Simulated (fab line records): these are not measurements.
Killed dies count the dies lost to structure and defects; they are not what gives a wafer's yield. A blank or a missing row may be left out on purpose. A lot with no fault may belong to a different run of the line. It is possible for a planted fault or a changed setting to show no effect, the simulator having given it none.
Struck lot and sound lot, side by side || flow gf180mcu || 18 steps out of a route of 602
Sound: the wafers L669.1, L669.3, L669.4. Struck: wafers L683.2, L683.4, L683.6. The cause is given at the end.
Per side, at each step with rows, come the tool, then ch with its chambers, and then its first start. Under that, the readings that differ: sound wafers || struck wafers || difference of the means || sigmas: that difference in standard deviations of wafers without a fault.
alike: a reading whose means differ by less than 2 such deviations, as well as words and numbers matching on both sides. not compared: withheld readings; readings where some wafer has no value; bounds like >300 that might hide an equal value; numbers whose values overlap and for which the record gives no deviation.
A row with sigmas, a row that says differs or no value, or rows on one side alone: a step with any of these is where the two part. Numbers that have no deviation but don't overlap get no sigmas and don't part them. A reading missing from all wafers of one side parts the sides only when that side holds two or more wafers.

first, 1 step without rows for these wafers: GF_HV_LDD_CLEAN_51 (cleans in SC1/SC2, time 150 s).
GF_HV_LDD_RTA_52: time 10 s.
  sound on rtpAnneal-02 ch 0, day 12 10:08; struck on rtpAnneal-02 ch 0, day 17 01:35
  alike: lampPowerPct, wafer_temp_C_max
GF_HV_LDD_RS_MEAS_53: uses a four-point probe to measure.
  sound on filmMetro-03, day 12 10:11; struck on filmMetro-02, day 17 01:40
  alike: HV_LDD_RS
then, 1 step without rows for these wafers: GF_HV_LDD_CVD_54 (deposits SiO2 from TEOS, target thk 10 nm, time 75 s).
GF_HV_LDD_THK_MEAS_55:
  sound on filmMetro-02, day 12 11:32; struck on filmMetro-02, day 17 02:47
  alike: HV_LDD_CVD_54_THK
then, 1 step without rows for these wafers: GF_HV_LDD_CVD_56 (deposits Si3N4 from DCS/NH3, target thk 90 nm, time 1543 s).
GF_HV_LDD_THK_MEAS_57:
  sound on filmMetro-04, day 12 13:01; struck on filmMetro-04, day 17 04:17
  alike: HV_LDD_CVD_56_THK
GF_HV_LDD_ETCHBACK_58: etches Si3N4 in CH3F/O2, stops on SiO2, time 100 s, target depth 90 nm.
  sound on rieDiel-02 ch 0,1,2, day 12 13:05; struck on rieDiel-03 ch 0,1,3, day 17 04:20
  alike: chamberPressureMTorr, drypumpMotorCurrentA, oesProductAu, throttleValvePct
  not compared: rfHoursCounterH
then, 4 steps without rows for these wafers: GF_NSD_DEHYDRATE_00 (time 60 s); GF_NSD_HMDS_01 (prime time 60 s); GF_NSD_COAT_02 (resist thk 1000 nm); GF_NSD_SOFTBAKE_03 (time 60 s).
GF_NSD_EXPOSE_04: exposes mask Nplus, target cd 400 nm.
  sound on ilineStepper-02 ch 0, day 12 22:22; struck on ilineStepper-01 ch 0, day 17 15:30
{"reading": "model.NSD.overlayXNm (nm)", "sound": "-0.1262 -0.1262 -0.1262", "struck": "-140.8 -140.8 -140.8", "difference": -140.7, "sigmas": ""}
  alike: mask
then, 2 steps without rows for these wafers: GF_NSD_PEB_05; GF_NSD_DEVELOP_06 (develop time 60 s).
GF_NSD_CD_MEAS_07: target cd 400 nm.
  sound on cdSem-02, day 13 08:52; struck on cdSem-01, day 18 02:40
  alike: cdNm
GF_NSD_OVL_MEAS_08:
  sound on overlay-01, day 13 08:59; struck on overlay-02, day 18 02:47
{"reading": "NSD_OVL (nm)", "sound": "0.3 0.9 -0.6", "struck": "-140.7 -141.9 -139.6", "difference": -140.9, "sigmas": "-99 or more"}
next, for these wafers, 1 step has no rows: GF_NSD_IMPLANT_09.

WHERE THEY PART
Only at GF_NSD_OVL_MEAS_08, as far as this record shows.

WHY: what the simulator had put in
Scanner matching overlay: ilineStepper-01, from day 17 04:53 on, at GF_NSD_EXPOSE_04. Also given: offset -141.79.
